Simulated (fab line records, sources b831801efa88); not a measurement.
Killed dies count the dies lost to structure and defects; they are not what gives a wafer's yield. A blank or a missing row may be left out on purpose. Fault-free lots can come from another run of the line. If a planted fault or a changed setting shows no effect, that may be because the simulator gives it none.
Which tool was responsible? ; flow sky130 ; 36 wafers from 12 lots sampled at 3 of the route's 708 steps

== WHAT EACH GAUGE READ, for each wafer ==
SKY_NWELL_TW_MEAS_15.
lot;measured;on;NWELL_TW
L075;day 4 21:31;film metro-02;1848 1828 1836
L077;day 5 11:04;film metro-01;1811 1812 1806
L079;day 5 18:38;film metro-03;1813 1808 1801
L081;day 6 01:58;film metro-02;1817 1828 1816
L083;day 6 06:58;film metro-01;1802 1807 1803
L085;day 6 10:28;film metro-02;1844 1830 1835
L087;day 6 13:08;film metro-01;1799 1794 1797
L089;day 10 22:00;film metro-03;1803 1805 1794
L091;day 11 01:46;film metro-01;1801 1794 1799
L093;day 11 01:24;film metro-03;1818 1817 1803
L095;day 11 04:02;film metro-01;1802 1799 1809
L097;day 11 06:15;film metro-01;1806 1816 1796

== TOOL THAT RAN EACH LOT (tool first, then ch and the chambers of the sampled wafers, then the start) ==
lot;SKY_FIELD_ISO_ETCH_14;SKY_FIELD_ISO_ETCH_17
L075;rie diel-03 ch 0,1,3, day 2 12:06;rie si-01 ch 0,2,3, day 2 12:18
L077;rie diel-03 ch 1,2,3, day 2 22:07;rie si-02 ch 0,1,2, day 2 22:18
L079;rie diel-03 ch 1,2,3, day 3 07:26;rie si-02 ch 0,2,3, day 3 07:38
L081;rie diel-03 ch 0,2,3, day 3 16:56;rie si-01 ch 0,2, day 3 17:08
L083;rie diel-01 ch 1,2,3, day 4 03:38;rie si-02 ch 1,2, day 4 03:50
L085;rie diel-02 ch 1,2, day 4 16:07;rie si-02 ch 0,1,2, day 4 16:18
L087;rie diel-02 ch 1,2, day 4 23:45;rie si-01 ch 0,1,3, day 4 23:57
L089;rie diel-01 ch 1,3, day 7 16:32;rie si-02 ch 1,2, day 7 16:44
L091;rie diel-02 ch 1,3, day 7 19:11;rie si-01 ch 0,1, day 7 19:23
L093;rie diel-02 ch 0,2, day 7 20:52;rie si-01 ch 0,1,2, day 7 21:04
L095;rie diel-02 ch 0,1, day 7 21:56;rie si-01 ch 0,1,2, day 7 22:11
L097;rie diel-01 ch 1,2,3, day 8 00:29;rie si-02 ch 0,1, day 8 00:41
- SKY_FIELD_ISO_ETCH_14: etches BARC in N2/H2, stops on SiO2, time 45.9 s, target depth 60 nm.
- SKY_FIELD_ISO_ETCH_17: etches Si in HBr/Cl2/O2, target depth 342 nm, time 97.7 s.

== THE ANSWER, worked out from the rows above alone ==
Rule: the usual values come from the lots themselves. Put in order of their means at a reading, lots are off if they are a third of the lots or fewer, leave a main group of 4 or more, and stand apart from it by a gap of 3 or more times the standard deviation of the main group's means; of several such gaps the widest counts. A main group whose means are all the same, to the digits that the tables above print for the reading, isn't used. Also off: a lot with no number at a reading for which 4 or more lots have one. Where the step has rows for the other lots, those lots are counted as sound.
No lot is off at any reading shown: from this, nothing can be told.

== WHAT THE SIMULATOR HAD PUT IN ==
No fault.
